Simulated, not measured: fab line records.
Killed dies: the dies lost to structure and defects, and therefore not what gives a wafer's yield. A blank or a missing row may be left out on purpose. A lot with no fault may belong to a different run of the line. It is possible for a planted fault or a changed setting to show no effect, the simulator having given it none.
A lot that was struck, set against a sound lot / flow gf180mcu / 18 steps out of a route of 602
Sound: wafers L289.1, L289.4, L289.6. The struck wafers were L296.2, L296.3, L296.4. At the end, the cause is stated.
Order at every step that has rows: each side's tool, ch and its chambers, its first start. Under that, the readings that differ: sound wafers / struck wafers / difference of the means / sigmas: that difference in standard deviations of wafers without a fault.
alike: a reading whose means differ by less than 2 such deviations, as well as words and numbers matching on both sides. not compared: withheld readings; readings where some wafer has no value; bounds like >300 that might hide an equal value; numbers whose values overlap and for which the record gives no deviation.
A row with sigmas, a row that says differs or no value, or rows on one side alone: a step with any of these is where the two part. When numbers do not overlap yet have no deviation, they are printed without sigmas and do not part them. A reading missing from all wafers of one side parts the sides only when that side holds two or more wafers.

first, 2 steps without rows for these wafers: GF_NSD_PEB_05; GF_NSD_DEVELOP_06 (develop time 60 s).
GF_NSD_CD_MEAS_07: the cd target is 400 nm.
  sound on cd-sem-02, day 14 07:57; struck on cd-sem-01, day 16 13:10
  alike: cd-nm
GF_NSD_OVL_MEAS_08:
  sound on overlay-02, day 14 08:04; struck on overlay-02, day 16 13:17
  alike: NSD_OVL
then, 2 steps without rows for these wafers: GF_NSD_IMPLANT_09; GF_NSD_IMPLANT_10.
GF_NSD_STRIP_11: strips in O2/N2.
  sound on plasma-asher-03 ch 1, day 14 08:25; struck on plasma-asher-01 ch 0,1, day 16 13:37
  alike: drypump-motor-current-A, heater-power-w, o2-flow-sccm, oes-product-au, strip-time-to-endpoint-s
  not compared: rf-hours-counter-h
GF_NSD_TW_MEAS_12:
  sound on film-metro-03, day 14 08:31; struck on film-metro-04, day 16 13:43
reading=NSD_TW; sound=4201 4221 4191; struck=4270 4276 4262; difference=+65; sigmas=+2
then, 4 steps without rows for these wafers: GF_PSD_DEHYDRATE_00 (time 60 s); GF_PSD_HMDS_01 (prime time 60 s); GF_PSD_COAT_02 (resist thk 1000 nm); GF_PSD_SOFTBAKE_03 (time 60 s).
GF_PSD_EXPOSE_04: exposes mask Pplus, target cd 400 nm.
  sound on iline-stepper-02 ch 0, day 14 19:38; struck on iline-stepper-01 ch 0, day 17 01:02
reading=exposure-dose-mJ-cm2; sound=139.16 139.14 139.26; struck=147.00 146.83 146.90; difference=+7.72; sigmas=+45
  alike: mask, focus-offset-nm
after that, 1 step had no rows for these wafers: GF_PSD_PEB_05.
GF_PSD_DEVELOP_06: develop time 60 s.
  sound on litho-track-02 ch 0, day 15 06:07; struck on litho-track-04 ch 0, day 17 12:20
reading=model.PSD.cd-nm (nm); sound=400.1 398 400.4; struck=412.6 415 415; difference=+14.7; sigmas=
GF_PSD_CD_MEAS_07: the cd target is 400 nm.
  sound on cd-sem-01, day 15 06:16; struck on cd-sem-02, day 17 12:28
reading=cd-nm (nm); sound=400.1 397.9 399.8; struck=412.6 415.1 415.1; difference=+15.0; sigmas=+7
GF_PSD_OVL_MEAS_08:
  sound on overlay-02, day 15 06:23; struck on overlay-01, day 17 12:35
  alike: PSD_OVL
-- the record jumps here: 15 days lie between the struck wafers' starts before and after (it left off in module PSD and takes up again in module PASSIVATION, whose first step shown is number 602 of the route) --
GF_PASSIVATION_PROBE_99:
  only the struck wafers here have rows in the record (prober-01, day 32 02:25); the sound ones have none

== WHERE THEY PART ==
Earliest at GF_NSD_TW_MEAS_12; latest, in this record, at GF_PASSIVATION_PROBE_99.

WHY: whatever the simulator had introduced
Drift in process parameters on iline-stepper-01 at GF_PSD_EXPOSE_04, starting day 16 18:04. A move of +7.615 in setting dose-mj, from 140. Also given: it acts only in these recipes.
